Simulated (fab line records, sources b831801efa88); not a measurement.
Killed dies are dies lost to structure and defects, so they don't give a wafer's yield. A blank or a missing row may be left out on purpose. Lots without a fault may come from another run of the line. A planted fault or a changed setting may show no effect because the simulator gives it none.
One fault seen from 2 desks | flow gf180mcu | each desk has only its own numbers; what lay behind them comes last

THE TOOL OWNER'S DESK: wet_bench-02
The tool's own readings at GF_SAB_WET_ETCH_12 (etches SiO2 in dHF, target depth 22 nm, time 440 s): means of the sampled wafers that have a number, for each lot that ran on this tool. A lot is out of limits, marked OUT, if its mean lies more than 4 standard deviations from the usual mean; the brackets give that distance.
Columns: A = run_length_s at GF_SAB_WET_ETCH_12, usual 467.4 s
lot  | first seen here | A
L858 | day 16 21:55    | 466.9
L861 | day 18 05:11    | 185.6 (-97) OUT
L863 | day 18 22:10    | 184.8 (-97) OUT
This desk's finding: out of limits on L861, L863; first on L861, day 18 05:11 (run_length_s at GF_SAB_WET_ETCH_12). In limits: L858.

THE METROLOGY DESK
What the gauges read, lot by lot, whatever tool the lot ran on: means of the sampled wafers that have a number. A lot is out of limits, marked OUT, if its mean lies more than 4 standard deviations from the usual mean; the brackets give that distance.
Columns: A = SAB_CVD_00_THK at GF_SAB_THK_MEAS_01, usual 49.7 nm; B = cd_nm at GF_SAB_CD_MEAS_09, usual 418.8 nm; C = SAB_OVL at GF_SAB_OVL_MEAS_10, usual -0.7 nm
lot  | first seen here | A    | B     | C
L858 | day 15 23:06    | 48.9 | 418.1 | 1.5
L859 | day 16 04:36    | 49.8 | 417.4 | -1.8
L861 | day 17 05:17    | 50.5 | 419.4 | 0.4
L862 | day 17 14:25    | 50.1 | 419.5 | -1.4
L863 | day 17 22:01    | 50.1 | 417.2 | 1.4
L871 | day 20 15:53    | 49.2 | 421.4 | -1.1
This desk's finding: nothing out of limits on any of the 6 lots.

PUT TOGETHER
The tool owner's desk could have raised an alarm at day 18 05:11, on L861, L863.
The metrology desk saw nothing out of limits.
The metrology desk has L861, L863 on record, within its limits.
Of the lots named, all ran GF_SAB_WET_ETCH_12 on wet_bench-02.

WHAT THE SIMULATOR HAD PUT IN
Process parameter drift: wet_bench-02, from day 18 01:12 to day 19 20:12, at GF_SAB_WET_ETCH_12. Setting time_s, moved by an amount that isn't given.
Lots struck among those shown: L861, L863.
Hours from the fault's start to each desk's first reading out of limits: the tool owner's desk, 4.
